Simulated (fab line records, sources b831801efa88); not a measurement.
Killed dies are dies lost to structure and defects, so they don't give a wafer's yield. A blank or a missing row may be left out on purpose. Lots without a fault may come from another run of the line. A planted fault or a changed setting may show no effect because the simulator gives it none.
Which tool did it? | flow gf180mcu | 11 lots, 33 wafers sampled, at 4 steps of a route of 602

WHAT THE GAUGES READ, wafer by wafer
GF_M1_RS_MEAS_05: measures by four-point-probe.
lot  | measured     | on            | M1_ALCU_RS (ohm/sq)
L382 | day 16 07:06 | film_metro-04 | 0.0693 0.0690 0.0686
L384 | day 17 01:37 | film_metro-03 | 0.0697 0.0702 0.0699
L385 | day 17 10:43 | film_metro-03 | 0.0687 0.0686 0.0685
L389 | day 18 19:30 | film_metro-03 | 0.0679 0.0675 0.0683
L390 | day 19 14:43 | film_metro-03 | 0.0681 0.0685 0.0681
L392 | day 20 08:55 | film_metro-04 | 0.0689 0.0688 0.0686
L398 | day 22 21:59 | film_metro-03 | 7.1260 7.1619 7.0971
L399 | day 23 02:35 | film_metro-01 | 7.1408 7.1494 7.1279
L400 | day 23 11:40 | film_metro-04 | 7.1144 7.1070 7.0755
L403 | day 24 04:52 | film_metro-01 | 0.0693 0.0693 0.0692
L404 | day 24 09:09 | film_metro-03 | 0.0687 0.0675 0.0684

WHICH TOOL RAN EACH LOT (tool, then ch and the chambers of the sampled wafers, then the start)
lot  | GF_CONTACT_CVD_02               | GF_CONTACT_STRIP_18                  | GF_M1_SPUTTER_02
L382 | pecvd-02 ch 0,1,2, day 15 06:48 | plasma_asher-03 ch 0,1, day 16 05:53 | pvd_sputter-02, day 16 06:57
L384 | pecvd-03 ch 1,2, day 16 01:49   | plasma_asher-01 ch 0,1, day 17 00:23 | pvd_sputter-02, day 17 01:31
L385 | pecvd-02 ch 0,2, day 16 09:48   | plasma_asher-04 ch 0,1, day 17 09:28 | pvd_sputter-02, day 17 10:35
L389 | pecvd-04 ch 0,1, day 17 17:45   | plasma_asher-01 ch 0,1, day 18 18:17 | pvd_sputter-02, day 18 19:23
L390 | pecvd-02 ch 1, day 18 12:00     | plasma_asher-04 ch 0,1, day 19 13:31 | pvd_sputter-01, day 19 14:37
L392 | pecvd-03 ch 1,2, day 19 06:13   | plasma_asher-03 ch 0,1, day 20 07:23 | pvd_sputter-02, day 20 08:47
L398 | pecvd-03 ch 1,2, day 21 20:12   | plasma_asher-04 ch 0,1, day 22 20:40 | pvd_sputter-03, day 22 21:53
L399 | pecvd-02 ch 1,2, day 22 01:37   | plasma_asher-03 ch 0, day 23 01:10   | pvd_sputter-01, day 23 02:29
L400 | pecvd-02 ch 0,1,2, day 22 10:47 | plasma_asher-04 ch 0, day 23 10:26   | pvd_sputter-02, day 23 11:33
L403 | pecvd-02 ch 0,1, day 23 04:26   | plasma_asher-04 ch 1, day 24 03:38   | pvd_sputter-02, day 24 04:46
L404 | pecvd-04 ch 0,1,2, day 23 08:31 | plasma_asher-04 ch 0,1, day 24 07:56 | pvd_sputter-03, day 24 09:04
- GF_CONTACT_CVD_02: deposits SiO2 from TEOS, target thk 860 nm, time 95.992 s.
- GF_CONTACT_STRIP_18: strips in O2/N2.
- GF_M1_SPUTTER_02: material AlCu, target thk 450 nm, time 23.9 s.

THE ANSWER, worked out from the rows above alone
Rule: what is usual is taken from the lots themselves. Put in order of their means at a reading, lots are off if they are a third of the lots or fewer, leave a main group of 4 or more, and stand apart from it by a gap of 3 or more times the standard deviation of the main group's means; of several such gaps the widest counts. A main group whose means are all the same, to the digits that the tables above print for the reading, isn't used. A lot without any number at a reading at which 4 lots or more have one is off too. The other lots that the step has rows for count as sound.
Off: L398, L399, L400, at GF_M1_RS_MEAS_05 (M1_ALCU_RS). The main group: mean 0.0687 ohm/sq, standard deviation 0.00062.
A tool fits if, at a process step before that reading, it ran every lot that is off, and no sound lot after the first of them. The gauges at GF_M1_RS_MEAS_05 are tried like those tools. None of those tried fits.

WHAT THE SIMULATOR HAD PUT IN
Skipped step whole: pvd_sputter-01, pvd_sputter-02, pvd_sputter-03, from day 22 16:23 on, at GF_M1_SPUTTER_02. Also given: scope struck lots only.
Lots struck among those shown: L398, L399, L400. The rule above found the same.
